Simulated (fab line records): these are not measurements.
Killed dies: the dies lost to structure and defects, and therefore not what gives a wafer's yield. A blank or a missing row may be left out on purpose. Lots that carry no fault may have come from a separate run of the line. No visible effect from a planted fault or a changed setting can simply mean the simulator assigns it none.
Chamber matching    flow gf180mcu    3 sister chambers for GF_V4_CVD_02 on pecvd-02
The step deposits SiO2 from TEOS, target thk 850 nm, time 94.851 s. 6 wafers are shown with their chamber, then 7 later ones without.

WAFERS, EACH WITH ITS CHAMBER
wafer   chamber  heaterPowerW (W)
L080.3  0        762
L084.2  1        559
L084.4  1        582
L084.6  2        566
L092.2  0        776
L092.3  2        607

WAFERS WITH NO CHAMBER GIVEN
wafer   heaterPowerW (W)
L092.5  806
L094.3  616
L094.4  871
L094.6  529
L097.1  815
L097.3  496
L097.5  711

WHICH CHAMBER EACH WENT THROUGH
wafer    from the rows above       in truth
L092.5   0                         0
L094.3   can't be placed: 2 or 1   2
L094.4   0                         0
L094.6   can't be placed: 1 or 2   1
L097.1   0                         0
L097.3   can't be placed: 1 or 2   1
L097.5   0                         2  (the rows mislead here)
Correct placement for 3 of the 7. From these rows, 3 cannot be placed; in 3 the true chamber is one of the candidates. Number placed wrongly: 1.
How it was worked out, from the rows above alone: a wafer's distance from a chamber is the root of the sum, over the readings, of the square of ((its reading less the chamber's mean) divided by the reading's scatter). The wafer belongs to the nearest chamber; if the next one is less than 2 further off, it can't be placed. Each chamber's mean is taken over the wafers shown for it. How the scatter is found: for the shown wafers, subtract from each reading the mean of its chamber, square and add these, divide the total by (wafers less chambers), then take the root.
